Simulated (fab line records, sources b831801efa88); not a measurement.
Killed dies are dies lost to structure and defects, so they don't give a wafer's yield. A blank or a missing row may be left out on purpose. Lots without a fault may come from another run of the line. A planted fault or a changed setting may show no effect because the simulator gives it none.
fab line records | flow sky130
record lots=6 wafers=18 last_day=50
route steps=708 shown SONOS_TUNNEL@156 SONOS_ONO@168 GATE_OXIDE@187 PAD_OPEN@708
lots that met no fault: from a run of the same line without faults
start_h: hours from the record's first day to the start of the lot's first wafer shown | wait_h: hours since the lot's step before | " the same as in the row above | L1.1+2: a row that stands for several wafers | - no value, or no start given | * or withheld: withheld | < > ~ a bound
route shown NAME@n: a module of which the file shows steps, and the number in the route of the first | usual: mean/standard deviation of fault-free wafers | same: alike in all rows | chamber/n: place in a boat | sites: the reading at each site | _std_site: their standard deviation | _edge_site: outer sites' mean less inner sites' | radius_mm: how far each site lies from the wafer's centre | mask NAME#n: copy n | behind: the tool/chamber that last shaped the wafer | hold: why the lot was held/for how many hours/how that ended | device: the transistor (n, p or np) that didn't switch | end of line: the same wafers' tests at the end of the route | a step without rows: its recipe alone | killed: dies lost to structure and defects at the first sort, not the wafer's yield | map: a wafer's dies, x killed, . not, _ none there
set.NAME: the setting as run; set.NAME@STEP: as run at that earlier step | model.NAME: the simulator's own value behind a step, which no gauge read
lots at some steps of the route; a table a step, a row a wafer
services: from which hour (start_h, from the record's first day; less than 0 if before it) a tool's chamber was out of use, for how many hours, and why
## steps
# step SKY_SONOS_TUNNEL_COAT_02
# recipe resist=NOVOLAK spin_rpm=3000 resist_thk_nm=1140
# step SKY_SONOS_TUNNEL_SOFTBAKE_03
# recipe temp_c=90 time_s=60 resist=NOVOLAK
# step SKY_SONOS_TUNNEL_EXPOSE_04
# recipe mask_id=TUNM na=0.6 source_shape=conventional sigma_outer=0.6 polarization=unpolarized target_cd_nm=410 dose_mj=136
# step SKY_SONOS_TUNNEL_PEB_05
# recipe temp_c=withheld time_s=* resist=NOVOLAK
# step SKY_SONOS_TUNNEL_DEVELOP_06
# recipe resist=NOVOLAK developer=TMAH develop_time_s=60 dev_temp_c=22.39
# step SKY_SONOS_TUNNEL_CD_MEAS_07
# recipe target_cd_nm=410
# usual cd_nm=410.2/2
# columns lot.wafer tool chamber start_h wait_h cd_nm
L761.1 cd_sem-02 - 243.63 0.1 406.2
L761.4 " - " " 407.9
L761.5 " - " " 407.7
L762.1 cd_sem-02 - 259.75 0.1 411.0
L762.4 " - " " 409.5
L762.5 " - " " 411.2
L773.1 cd_sem-02 - 341.28 0.1 411.5
L773.2 " - " " 411.9
L773.6 " - " " 413.3
L774.4 cd_sem-01 - 351.74 0.1 411.1
L774.5 " - " " 411.9
L774.6 " - " " 413.5
L783.2 cd_sem-01 - 422.25 0.1 410.8
L783.4 " - " " 410.8
L783.5 " - " " 409.6
L784.3 cd_sem-02 - 448.12 0.1 409.4
L784.5 " - " " 406.9
L784.6 " - " " 409.8
# step SKY_SONOS_TUNNEL_OVL_MEAS_08
# usual SONOS_TUNNEL_OVL=0.1/1.3
# columns lot.wafer tool chamber start_h wait_h SONOS_TUNNEL_OVL[nm]
L761.1 overlay-01 - 243.75 0.1 0.7
L761.4 " - " " 0.6
L761.5 " - " " 3.0
L762.1 overlay-01 - 259.87 0.1 0.9
L762.4 " - " " 1.3
L762.5 " - " " 1.8
L773.1 overlay-01 - 341.40 0.1 -0.4
L773.2 " - " " -0.8
L773.6 " - " " 1.3
L774.4 overlay-02 - 351.82 0.1 -0.5
L774.5 " - " " -0.4
L774.6 " - " " -0.5
L783.2 overlay-02 - 422.36 0.1 -2.1
L783.4 " - " " -1.3
L783.5 " - " " -0.4
L784.3 overlay-01 - 448.21 0.1 3.0
L784.5 " - " " 0.9
L784.6 " - " " 0.5
# step SKY_SONOS_TUNNEL_IMPLANT_09
# recipe species=B energy_kev=20 dose_cm2=1e+12 tilt_deg=withheld
# step SKY_SONOS_TUNNEL_WET_ETCH_10
# recipe chemistry=dHF target_depth_nm=14 target=SiO2 dilution=100:1 temp_c=25 time_s=280
# step SKY_SONOS_TUNNEL_STRIP_11
# recipe chemistry=SPM time_s=600 temp_c=130
# step SKY_SONOS_TUNNEL_TW_MEAS_12
# usual SONOS_TUNNEL_TW=196.1/0.9
# columns lot.wafer tool chamber start_h wait_h SONOS_TUNNEL_TW
L761.1 film_metro-02 - 244.20 0.0 197.8
L761.4 " - " " 196.8
L761.5 " - " " 197.5
L762.1 film_metro-02 - 260.32 0.0 196.1
L762.4 " - " " 196.1
L762.5 " - " " 196.6
L773.1 film_metro-02 - 341.98 0.0 197.1
L773.2 " - " " 196.5
L773.6 " - " " 196.5
L774.4 film_metro-04 - 352.28 0.0 195.2
L774.5 " - " " 195.3
L774.6 " - " " 194.9
L783.2 film_metro-02 - 422.82 0.0 196.1
L783.4 " - " " 197.0
L783.5 " - " " 196.7
L784.3 film_metro-04 - 448.67 0.0 196.0
L784.5 " - " " 194.3
L784.6 " - " " 195.7
# step SKY_SONOS_TUNNEL_CLEAN_13
# recipe chemistry=dHF time_s=20 dilution=100:1 dry=ipa_marangoni
# step SKY_SONOS_ONO_OXIDATION_00
# recipe temp_c=800 ambient=O2 idle_temp_c=700 ramp_up_c_per_min=10 ramp_down_c_per_min=3 stabilise_s=600 purge_s=300 target_thk_a=26 ox_time_s=1249
# usual zone_power_centre_pct=14.2/0.52 zone_power_lower_pct=13.81/0.18 zone_power_upper_pct=13.5/0.31
# columns lot.wafer tool chamber start_h wait_h zone_power_centre_pct zone_power_lower_pct zone_power_upper_pct
L761.1 furnace-01 0 245.74 1.5 14.5 14.19 13.7
L761.4 " 0 " " 14.7 13.97 13.8
L761.5 " 0 " " 14.6 13.92 13.9
L762.1 furnace-01 0 261.31 0.9 14.9 13.80 13.8
L762.4 " 0 " " 14.8 14.05 13.7
L762.5 " 0 " " 14.8 13.64 13.8
L773.1 furnace-02 0 343.06 1.0 13.8 13.71 12.9
L773.2 " 0 " " 13.7 13.58 13.0
L773.6 " 0 " " 14.0 13.67 13.3
L774.4 furnace-02 0 353.17 0.8 13.7 13.64 13.0
L774.5 " 0 " " 13.5 13.87 13.3
L774.6 " 0 " " 13.3 13.79 13.4
L783.2 furnace-02 0 423.40 0.5 13.6 13.61 13.0
L783.4 " 0 " " 13.7 13.59 13.2
L783.5 " 0 " " 13.7 13.44 13.5
L784.3 furnace-02 0 448.81 0.1 13.7 13.48 13.2
L784.5 " 0 " " 13.7 13.67 13.1
L784.6 " 0 " " 13.7 13.63 13.0
# step SKY_SONOS_ONO_THK_MEAS_01
# recipe reads=SiO2_of_SONOS_ONO_OXIDATION_00
# usual SONOS_ONO_OXIDATION_THK=2.59/0.048
# columns lot.wafer tool chamber start_h wait_h SONOS_ONO_OXIDATION_THK[nm]
L761.1 film_metro-03 - 247.09 0.0 2.58
L761.4 " - " " 2.63
L761.5 " - " " 2.52
L762.1 film_metro-01 - 262.66 0.0 2.64
L762.4 " - " " 2.61
L762.5 " - " " 2.57
L773.1 film_metro-03 - 344.41 0.0 2.61
L773.2 " - " " 2.59
L773.6 " - " " 2.62
L774.4 film_metro-04 - 354.54 0.0 2.64
L774.5 " - " " 2.60
L774.6 " - " " 2.62
L783.2 film_metro-01 - 424.76 0.0 2.52
L783.4 " - " " 2.53
L783.5 " - " " 2.52
L784.3 film_metro-04 - 450.18 0.0 2.52
L784.5 " - " " 2.62
L784.6 " - " " 2.55
# step SKY_SONOS_ONO_CVD_02
# recipe material=Si3N4 precursor=DCS/NH3 target_thk_nm=10.5 temp_c=770 time_s=180 pressure_mtorr=250
# step SKY_SONOS_ONO_THK_MEAS_03
# recipe reads=Si3N4_of_SONOS_ONO_CVD_02
# usual SONOS_ONO_CVD_02_THK=10.55/0.12
# columns lot.wafer tool chamber start_h wait_h SONOS_ONO_CVD_02_THK[nm]
L761.1 film_metro-03 - 249.82 0.0 10.48
L761.4 " - " " 10.45
L761.5 " - " " 10.48
L762.1 film_metro-03 - 265.44 0.0 10.46
L762.4 " - " " 10.37
L762.5 " - " " 10.46
L773.1 film_metro-04 - 345.96 0.0 10.45
L773.2 " - " " 10.61
L773.6 " - " " 10.46
L774.4 film_metro-03 - 356.53 0.0 10.52
L774.5 " - " " 10.52
L774.6 " - " " 10.65
L783.2 film_metro-03 - 426.27 0.0 10.65
L783.4 " - " " 10.79
L783.5 " - " " 10.63
L784.3 film_metro-01 - 451.29 0.0 10.52
L784.5 " - " " 10.67
L784.6 " - " " 10.59
# step SKY_SONOS_ONO_CVD_04
# recipe material=SiO2 precursor=SiH4/N2O target_thk_nm=5.7199 temp_c=900 pressure_mtorr=400
# step SKY_SONOS_ONO_THK_MEAS_05
# recipe reads=SiO2_of_SONOS_ONO_CVD_04
# usual SONOS_ONO_CVD_04_THK=5.76/0.12
# columns lot.wafer tool chamber start_h wait_h SONOS_ONO_CVD_04_THK[nm]
L761.1 film_metro-04 - 251.13 0.0 5.79
L761.4 " - " " 5.88
L761.5 " - " " 5.86
L762.1 film_metro-03 - 266.75 0.0 5.68
L762.4 " - " " 5.67
L762.5 " - " " 5.51
L773.1 film_metro-01 - 347.27 0.0 5.77
L773.2 " - " " 5.59
L773.6 " - " " 5.55
L774.4 film_metro-01 - 357.84 0.0 5.87
L774.5 " - " " 5.92
L774.6 " - " " 5.79
L783.2 film_metro-03 - 427.58 0.0 5.63
L783.4 " - " " 5.62
L783.5 " - " " 5.63
L784.3 film_metro-04 - 452.60 0.0 5.60
L784.5 " - " " 5.75
L784.6 " - " " 5.66
# step SKY_SONOS_ONO_DEHYDRATE_06
# recipe temp_c=200 time_s=60
# step SKY_SONOS_ONO_HMDS_07
# recipe prime_time_s=60 prime_temp_c=120
# step SKY_SONOS_ONO_COAT_08
# recipe resist=NOVOLAK spin_rpm=3000 resist_thk_nm=1140
# step SKY_SONOS_ONO_SOFTBAKE_09
# recipe temp_c=90 time_s=60 resist=NOVOLAK
# step SKY_SONOS_ONO_EXPOSE_10
# recipe mask_id=ONOM target_cd_nm=410 na=0.6 source_shape=conventional sigma_outer=0.6 dose_mj=150
# step SKY_SONOS_ONO_PEB_11
# recipe temp_c=withheld time_s=* resist=NOVOLAK
# step SKY_SONOS_ONO_DEVELOP_12
# recipe develop_time_s=60 dev_temp_c=23
# step SKY_SONOS_ONO_CD_MEAS_13
# recipe target_cd_nm=410
# usual cd_nm=410.1/1.9
# columns lot.wafer tool chamber start_h wait_h cd_nm
L761.1 cd_sem-02 - 274.75 0.1 410.4
L761.4 " - " " 411.2
L761.5 " - " " 411.6
L762.1 cd_sem-01 - 290.78 0.1 409.1
L762.4 " - " " 410.9
L762.5 " - " " 409.9
L773.1 cd_sem-01 - 374.68 0.1 409.2
L773.2 " - " " 409.6
L773.6 " - " " 408.1
L774.4 cd_sem-02 - 386.54 0.1 412.0
L774.5 " - " " 407.9
L774.6 " - " " 409.8
L783.2 cd_sem-01 - 458.85 0.1 409.9
L783.4 " - " " 410.3
L783.5 " - " " 410.2
L784.3 cd_sem-01 - 483.62 0.1 409.8
L784.5 " - " " 410.4
L784.6 " - " " 411.3
# step SKY_SONOS_ONO_OVL_MEAS_14
# usual SONOS_ONO_OVL=1.4/1.4
# columns lot.wafer tool chamber start_h wait_h SONOS_ONO_OVL[nm]
L761.1 overlay-02 - 274.87 0.1 0.4
L761.4 " - " " 2.7
L761.5 " - " " 0.4
L762.1 overlay-02 - 290.90 0.1 -1.1
L762.4 " - " " 1.1
L762.5 " - " " -0.3
L773.1 overlay-01 - 374.80 0.1 4.6
L773.2 " - " " 4.4
L773.6 " - " " 3.6
L774.4 overlay-01 - 386.62 0.1 -0.2
L774.5 " - " " 0.3
L774.6 " - " " 0.8
L783.2 overlay-02 - 458.96 0.1 0.7
L783.4 " - " " 0.8
L783.5 " - " " 2.4
L784.3 overlay-01 - 483.71 0.1 1.8
L784.5 " - " " 0.0
L784.6 " - " " 1.3
# step SKY_SONOS_ONO_ETCH_15
# recipe target_depth_nm=19.52 chemistry=CHF3/O2 source_w=600 bias_w=200 pressure_mtorr=40 chf3_flow_sccm=50 O2_flow_sccm=5 time_s=7.8
# usual drypump_motor_current_A=5.8/0.39 oes_product_au=0.993/0.011 throttle_valve_pct=8.823/0.01
# same time_s=7.8
# columns lot.wafer tool chamber start_h wait_h drypump_motor_current_A oes_product_au rf_hours_counter_h throttle_valve_pct
L761.1 rie_diel-01 0 274.90 0.0 5.5 1.003 115 8.827
L761.4 " 2 " " 5.5 0.991 69 8.837
L761.5 " 3 " " 6.0 0.993 - 8.821
L762.1 rie_diel-02 2 290.94 0.0 5.8 0.993 48 8.823
L762.4 " 1 " " 5.9 0.986 6 8.826
L762.5 " 2 " " 5.8 0.998 - 8.819
L773.1 rie_diel-02 1 374.84 0.0 5.9 0.980 8 8.824
L773.2 " 0 " " 6.2 0.969 93 8.806
L773.6 " 3 " " 5.3 0.971 - 8.813
L774.4 rie_diel-01 2 386.64 0.0 5.5 0.993 71 8.841
L774.5 " 0 " " 5.5 1.012 - 8.828
L774.6 " 3 " " 6.0 0.994 - 8.818
L783.2 rie_diel-02 0 458.99 0.0 6.2 0.978 95 8.812
L783.4 " 3 " " 5.3 0.981 1 8.819
L783.5 " 1 " " 5.9 0.988 - 8.834
L784.3 rie_diel-01 2 483.74 0.0 5.4 0.993 73 8.823
L784.5 " 2 " " 5.4 0.996 - 8.815
L784.6 " 3 " " 6.0 1.000 - 8.839
# step SKY_SONOS_ONO_WET_ETCH_16
# recipe chemistry=dHF target_depth_nm=14 dry=n2_spin target=SiO2 dilution=100:1 temp_c=25 time_s=276.5
# step SKY_SONOS_ONO_STRIP_17
# recipe chemistry=O2/N2 power_w=1400 pressure_mtorr=1500 platen_temp_c=withheld o2_flow_sccm=3000 n2_flow_sccm=300 overash_fraction=0.5
# usual drypump_motor_current_A=5.8/0.34 o2_flow_sccm=3001/9.2 oes_product_au=0.710/0.0047 strip_time_to_endpoint_s=14.12/0.044
# columns lot.wafer tool chamber start_h wait_h drypump_motor_current_A o2_flow_sccm oes_product_au rf_hours_counter_h strip_time_to_endpoint_s
L761.1 plasma_asher-02 0 275.01 0.0 5.5 2993 0.706 15 14.09
L761.4 " 0 " " 5.5 3003 0.715 - 14.09
L761.5 " 0 " " 5.5 2997 0.702 - 13.99
L762.1 plasma_asher-02 0 291.04 0.0 5.5 2998 0.712 18 14.07
L762.4 " 1 " " 6.0 2994 0.704 - 14.05
L762.5 " 1 " " 6.0 3000 0.717 - 14.06
L773.1 plasma_asher-01 0 375.05 0.0 6.0 3015 0.705 51 14.11
L773.2 " 1 " " 5.6 3006 0.706 51 14.09
L773.6 " 0 " " 6.0 3000 0.707 - 14.10
L774.4 plasma_asher-01 0 386.87 0.0 5.9 3010 0.714 - 14.10
L774.5 " 1 " " 5.6 2978 0.710 - 14.06
L774.6 " 0 " " 5.9 2991 0.714 - 14.10
L783.2 plasma_asher-02 1 459.11 0.0 5.9 2991 0.708 36 14.20
L783.4 " 0 " " 5.5 3001 0.707 - 14.17
L783.5 " 0 " " 5.5 3000 0.703 - 14.20
L784.3 plasma_asher-01 1 483.88 0.0 5.6 2988 0.709 - 14.13
L784.5 " 1 " " 5.7 3018 0.704 - 14.17
L784.6 " 0 " " 6.0 3004 0.716 - 14.11
# step SKY_SONOS_ONO_WET_ETCH_18
# recipe chemistry=H3PO4 target_depth_nm=15 target=Si3N4 temp_c=160 time_s=172
# step SKY_GATE_OXIDE_CLEAN_00
# recipe chemistry=SC1/SC2 mix=1:4:20 temp_c=70 time_s=150 dry=n2_spin
# step SKY_GATE_OXIDE_OXIDATION_01
# recipe temp_c=900 ambient=O2 stabilise_s=600 purge_s=300 target_thk_a=102.68 ox_time_s=1473
# step SKY_GATE_OXIDE_THK_MEAS_02
# recipe reads=SiO2_of_GATE_OXIDE_OXIDATION_01
# usual GATE_OXIDE_OXIDATION_00_THK=10.18/0.23
# columns lot.wafer tool chamber start_h wait_h GATE_OXIDE_OXIDATION_00_THK[nm]
L761.1 film_metro-01 - 277.28 0.0 10.34
L761.4 " - " " 10.17
L761.5 " - " " 10.33
L762.1 film_metro-03 - 293.90 0.0 10.17
L762.4 " - " " 10.02
L762.5 " - " " 10.05
L773.1 film_metro-03 - 377.79 0.0 10.15
L773.2 " - " " 10.14
L773.6 " - " " 10.12
L774.4 film_metro-01 - 388.84 0.0 9.72
L774.5 " - " " 9.83
L774.6 " - " " 9.85
L783.2 film_metro-03 - 461.02 0.0 10.28
L783.4 " - " " 10.34
L783.5 " - " " 10.26
L784.3 film_metro-03 - 485.48 0.0 10.28
L784.5 " - " " 10.34
L784.6 " - " " 10.31
# step SKY_GATE_OXIDE_DEHYDRATE_03
# recipe temp_c=200 time_s=60
# step SKY_GATE_OXIDE_HMDS_04
# recipe prime_time_s=60 prime_temp_c=120
# step SKY_GATE_OXIDE_COAT_05
# recipe resist=NOVOLAK spin_rpm=3000 resist_thk_nm=1140
# step SKY_GATE_OXIDE_SOFTBAKE_06
# recipe temp_c=90 time_s=60 resist=NOVOLAK
# step SKY_GATE_OXIDE_EXPOSE_07
# recipe mask_id=LVOM na=0.6 source_shape=conventional sigma_outer=0.6 polarization=unpolarized target_cd_nm=600 dose_mj=170
# step SKY_GATE_OXIDE_PEB_08
# recipe temp_c=withheld time_s=* resist=NOVOLAK
# step SKY_GATE_OXIDE_DEVELOP_09
# recipe resist=NOVOLAK developer=TMAH develop_time_s=60 dev_temp_c=23
# step SKY_GATE_OXIDE_OVL_MEAS_10
# usual GATE_OXIDE_OVL=-0.2/1.5
# columns lot.wafer tool chamber start_h wait_h GATE_OXIDE_OVL[nm]
L761.1 overlay-01 - 301.84 0.1 -0.8
L761.4 " - " " -0.1
L761.5 " - " " 1.7
L762.1 overlay-02 - 318.98 0.1 2.7
L762.4 " - " " 1.1
L762.5 " - " " -0.1
L773.1 overlay-01 - 406.93 0.1 1.1
L773.2 " - " " 0.5
L773.6 " - " " 1.8
L774.4 overlay-02 - 418.25 0.1 -1.5
L774.5 " - " " -0.1
L774.6 " - " " -0.2
L783.2 overlay-01 - 492.04 0.1 0.6
L783.4 " - " " -1.6
L783.5 " - " " -0.2
L784.3 overlay-01 - 516.75 0.1 0.1
L784.5 " - " " 0.6
L784.6 " - " " 0.9
# step SKY_PAD_OPEN_PROBE_99
# usual killed_at_M0_to_M3=45/6.8 killed_at_M4_up=3.0/1.7 killed_at_contacts=25/5.7 killed_at_front_end=15/4.6 killed_at_other=0.3/0.66 killed_dies=88/9.5 killed_on_rim=17/3.6 killed_open=48/7.3 killed_short=39/6.5
# same gross_dies=492 killed_at_back_side=0
# columns lot.wafer tool chamber start_h wait_h killed_at_M0_to_M3 killed_at_M4_up killed_at_contacts killed_at_front_end killed_at_other killed_dies killed_on_rim killed_open killed_short
L761.1 prober-01 - 1071.60 0.1 47 5 26 21 0 99 16 47 51
L761.4 prober-01 - 1071.75 0.2 40 3 29 26 0 98 21 52 46
L761.5 prober-01 - 1071.80 0.2 33 4 22 15 0 74 15 40 34
L773.1 prober-02 - 1142.30 0.1 32 6 19 120 0 177 36 42 28
L773.2 prober-02 - 1142.35 0.1 42 1 28 97 0 168 34 50 30
L773.6 prober-02 - 1142.55 0.2 45 2 25 103 0 175 38 40 38
L774.4 prober-01 - 1151.45 0.2 34 4 22 109 0 169 30 46 33
L774.5 prober-01 - 1151.50 0.2 25 2 29 122 0 178 39 41 29
L774.6 prober-01 - 1151.55 0.2 42 5 30 115 0 192 33 45 49
L783.2 prober-01 - 1193.39 0.1 56 5 32 15 0 108 15 58 50
L783.4 prober-01 - 1193.49 0.2 49 2 33 12 1 97 23 46 50
L783.5 prober-01 - 1193.54 0.2 40 2 20 12 2 76 15 43 31
# killed by level:class
L761.1 VIA1:geometric_particle:open=13 CONTACT:geometric_particle:open=12 FIELD_ISO:geometric_particle:short=9 VIA1:geometric_particle:short=7 METAL2:geometric_particle:short=7 METAL1:geometric_particle:short=6 VIA2:geometric_particle:open=6 FIELD_ISO:geometric_particle:open=4
L761.4 LI_CONTACT:geometric_particle:open=10 VIA2:geometric_particle:open=9 POLY_GATE:geometric_particle:short=7 VIA1:geometric_particle:open=7 CONTACT:geometric_particle:open=7 METAL2:geometric_particle:short=6 FIELD_ISO:geometric_particle:open=5 LI_CONTACT:geometric_particle:short=5
L761.5 CONTACT:geometric_particle:open=9 VIA2:geometric_particle:open=9 FIELD_ISO:geometric_particle:open=5 LOCAL_INTERCONNECT:geometric_particle:short=5 VIA1:geometric_particle:open=5 FIELD_ISO:geometric_particle:short=4 LI_CONTACT:geometric_particle:open=4 VIA1:geometric_particle:short=4
L773.1 SONOS_ONO:unspecified=107 VIA1:geometric_particle:open=9 CONTACT:geometric_particle:open=7 VIA3:geometric_particle:open=7 METAL2:geometric_particle:short=5 VIA2:geometric_particle:open=5 POLY_GATE:geometric_particle:open=4 LOCAL_INTERCONNECT:geometric_particle:short=4
L773.2 SONOS_ONO:unspecified=87 VIA1:geometric_particle:open=14 CONTACT:geometric_particle:open=9 LI_CONTACT:geometric_particle:open=6 VIA2:geometric_particle:open=6 CONTACT:geometric_particle:short=5 VIA1:geometric_particle:short=4 LI_CONTACT:geometric_particle:short=4
L773.6 SONOS_ONO:unspecified=97 VIA1:geometric_particle:open=11 CONTACT:geometric_particle:open=10 VIA1:geometric_particle:short=7 CONTACT:geometric_particle:short=5 LI_CONTACT:geometric_particle:open=5 LOCAL_INTERCONNECT:geometric_particle:short=5 METAL1:geometric_particle:short=5
L774.4 SONOS_ONO:unspecified=90 CONTACT:geometric_particle:open=13 FIELD_ISO:geometric_particle:open=9 VIA2:geometric_particle:open=6 FIELD_ISO:geometric_particle:short=5 VIA1:geometric_particle:short=5 LI_CONTACT:geometric_particle:short=4 METAL1:geometric_particle:short=4
L774.5 SONOS_ONO:unspecified=108 CONTACT:geometric_particle:open=9 VIA1:geometric_particle:open=7 LI_CONTACT:geometric_particle:open=6 LOCAL_INTERCONNECT:geometric_particle:short=5 METAL2:geometric_particle:short=5 FIELD_ISO:geometric_particle:open=4 LOCAL_INTERCONNECT:geometric_particle:open=4
L774.6 SONOS_ONO:unspecified=98 CONTACT:geometric_particle:open=10 FIELD_ISO:geometric_particle:short=7 LOCAL_INTERCONNECT:geometric_particle:short=7 VIA1:geometric_particle:open=7 VIA2:geometric_particle:open=6 CONTACT:geometric_particle:short=5 METAL1:geometric_particle:short=5
L783.2 CONTACT:geometric_particle:open=14 VIA1:geometric_particle:open=13 METAL2:geometric_particle:short=8 CONTACT:geometric_particle:short=7 METAL1:geometric_particle:short=7 VIA2:geometric_particle:open=7 LI_CONTACT:geometric_particle:open=6 METAL3:geometric_particle:short=5
L783.4 CONTACT:geometric_particle:open=10 CONTACT:geometric_particle:short=9 VIA1:geometric_particle:open=9 VIA2:geometric_particle:open=9 VIA2:geometric_particle:short=8 LI_CONTACT:geometric_particle:open=7 METAL1:geometric_particle:short=6 METAL2:geometric_particle:short=5
L783.5 VIA1:geometric_particle:open=13 CONTACT:geometric_particle:open=7 METAL2:geometric_particle:short=7 LI_CONTACT:geometric_particle:open=6 VIA2:geometric_particle:open=6 METAL1:geometric_particle:short=5 FIELD_ISO:geometric_particle:short=3 FIELD_ISO:geometric_particle:open=3
# map L773.1 (x killed, . not)
__________x.x.xxx.xx_________
________x.x......x...._______
______.xxx.xxx.x.x.x.xx._____
_____.xx.x.x..x.x...xxx.x____
____..x..x..x..x.xx.x....x___
___...x...xxx.xx.........x.__
__..x.xxx.x.x..xx..xxx.x..x._
_x...xx...x......x...x....x..
_..x............x....xx......
_...xxx...x..xxxx.xx....xx..x
_.....xx...x.x......x..xx....
_.xxx...x....x....x......x..x
_...x.x.xx...xxx.x.xx.x......
_..x...xxx......x...xx.x.xx..
_....x.xxxxx.xxx.xxxx.x......
__x.x.x..x..x..x..x..x..x.x._
___.xx..x..x.x....x........__
____xx..x.x.xxx..xx..x....___
_____x...x..x.xxx.....x.x____
______x...........x..xx._____
________..x....x......_______
__________.xxx..x..._________
# map L774.6 (x killed, . not)
__________.xx.....x._________
________x...x..xx.xx.._______
______........x.x..x...x_____
_____..x.x.x......xx..xx.____
____.x.x.xxxx.x.xx.x..x..x___
___xx.x.xx.x.xxx...x...x.x.__
__x..x.xx.xx.x.xx.x.x.x.x.xx_
_..x....x.xx.x..x..xx..x.xx..
_...xx..x....x.x.x...xx.x.xxx
_x...xxx.x.x..xxxx..x..x..x..
_x..x...x...........x.......x
_.x.x.xx.xxx...x.xxxx.x.x.x..
_xxx.x.xxxx.x.....xx....x....
_xxxxx....x..xx...xx.x.xx.xxx
_...x.....x.xxx.x.x.x..x.....
__..xx.x.....x.xx.....x....x_
___x...x..x.......xx......x__
____x....x.xx...xxx.x...x.___
_____.x.xx......x....xx..____
______.x.x....x...x..x.._____
________.x.x.xx......._______
__________....x..x.._________
## services
# columns tool chamber start_h hours kind
furnace-02 - 234.68 3.9 pm
rie_diel-01 2 263.79 6.8 repair
rie_diel-01 3 303.98 1.4 repair
rie_diel-02 - 308.98 0.2 repair
rie_diel-02 3 310.50 7.9 repair
plasma_asher-01 - 344.45 15.6 pm
rie_diel-02 3 348.39 - clean
rie_diel-02 3 348.39 26.4 scheduled_down
rie_diel-02 3 348.39 26.4 vent_cycle
rie_diel-01 0 351.43 - clean
rie_diel-01 0 351.43 18.3 scheduled_down
rie_diel-01 0 351.43 18.3 vent_cycle
furnace-01 - 371.55 4.0 pm
rie_diel-02 - 402.74 0.2 repair
furnace-02 - 403.24 3.6 pm
furnace-02 - 408.16 7.9 repair
plasma_asher-01 - 415.47 2.5 repair
rie_diel-01 3 429.63 15.8 repair
plasma_asher-02 - 437.56 1.0 repair
plasma_asher-01 - 440.53 14.6 pm
plasma_asher-01 - 458.41 7.9 repair
furnace-02 - 461.77 1.9 pm
rie_diel-02 0 480.41 - clean
furnace-01 - 482.76 6.0 pm
## key
first_sign step=SKY_PAD_OPEN_PROBE_99 reading=killed_at_front_end direction=up sigmas=21 usual=15 struck=111
effect step=SKY_PAD_OPEN_PROBE_99 reading=killed_dies direction=up sigmas=9.3 usual=88 struck=176
met_at SKY_SONOS_ONO_OXIDATION_00
struck_wafers L773.1,L773.2,L773.6,L774.4,L774.5,L774.6
tester_left_out L773,L774
fault kind=chamber_particle_source tool=furnace-02 chamber=- onset_h=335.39 steps=SKY_SONOS_ONO_OXIDATION_00 rate_per_visit_cm2=0.44361 end_h=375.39
# tester_left_out: of these lots the tester's yield and bins aren't shown, on N5 and GAA mostly nor the transistor test; their killed dies are dies lost to structure and defects alone, not to doping, threshold or leakage, so they don't give the yield
